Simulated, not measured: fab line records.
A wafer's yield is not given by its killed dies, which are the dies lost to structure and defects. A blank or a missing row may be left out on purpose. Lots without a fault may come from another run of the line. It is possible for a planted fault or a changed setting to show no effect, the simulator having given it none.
2 desks looking at one fault -- flow gf180mcu -- each desk holds nothing but its own numbers, with what lay behind them at the end

METROLOGY DESK
Lot by lot, what the gauges showed, no matter which tool ran the lot: averages of those sampled wafers that carry a number. If a lot's mean is further than 4 standard deviations from the usual mean, the lot is out of limits and carries the mark OUT (the distance appears in the brackets).
Columns: A = VT_IMPLANT_4_TW at GF_VT_IMPLANT_TW_MEAS_43, usual 689; B = cdNm at GF_V1_CD_MEAS_14, usual 260.1 nm
lot,first seen here,A,B
L106,day 7 14:31,689,258.2
L110,day 8 16:22,685,260.1
L111,day 8 20:17,690,258.2
L113,day 9 15:05,688,260.2
L114,day 9 20:07,560 (-35) OUT,260.7
L115,day 10 00:50,562 (-34) OUT,259.9
L116,day 10 15:42,691,258.5
L123,day 12 08:49,687,260.8
L124,day 12 16:16,686,261.3
L126,day 13 03:48,691,258.8
L127,day 13 09:39,692,261.4
L128,day 13 16:49,684,259.5
This desk's result: L114, L115 out of limits, first on L114 (VT_IMPLANT_4_TW at GF_VT_IMPLANT_TW_MEAS_43), day 9 20:07. L106, L110, L111, L113, L116, L123, L124, L126, L127, L128 stayed within limits.

DESK OF THE TOOL OWNER: implanter-02
The tool's own readings at GF_VT_IMPLANT_IMPLANT_41: means of the sampled wafers that have a number, for each lot that ran on this tool. If a lot's mean is further than 4 standard deviations from the usual mean, the lot is out of limits and carries the mark OUT (the distance appears in the brackets).
Columns: A = doseIonsCm2 at GF_VT_IMPLANT_IMPLANT_41, usual 1.0131e+12; B = faradayCurrentUA at GF_VT_IMPLANT_IMPLANT_41, usual 5.71; C = tiltDeg at GF_VT_IMPLANT_IMPLANT_41, usual 6.995 degrees
lot,first seen here,A,B,C
L106,day 7 14:16,1.0128e+12,5.70,7.023
L110,day 8 16:07,1.0130e+12,5.73,6.991
L114,day 9 19:52,5.2393e+11 (-99 or more) OUT,2.98 (-23) OUT,6.995
L115,day 10 00:35,5.2497e+11 (-99 or more) OUT,3.02 (-22) OUT,6.971
L126,day 13 03:33,1.0124e+12,5.64,7.012
L127,day 13 09:24,1.0124e+12,5.74,7.007
Finding of this desk: L114, L115 out of limits; the first was L114 at day 9 19:52, on doseIonsCm2 at GF_VT_IMPLANT_IMPLANT_41. L106, L110, L126, L127 stayed within limits.

BROUGHT TOGETHER
The tool owner's desk had the chance to raise an alarm at day 9 19:52 on L114, L115.
Metrology desk: alarm possible at day 9 20:07 on L114, L115.
GF_VT_IMPLANT_IMPLANT_41 was run on implanter-02 by each of the lots named.

WHAT WAS PUT IN BY THE SIMULATOR
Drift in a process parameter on implanter-02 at GF_VT_IMPLANT_IMPLANT_41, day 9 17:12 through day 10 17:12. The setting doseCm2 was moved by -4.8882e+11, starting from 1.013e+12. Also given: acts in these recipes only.
Lots struck among those shown: L114, L115.
Time in hours from fault onset to the first out-of-limits reading at each desk: tool owner's desk 3, metrology desk 3.
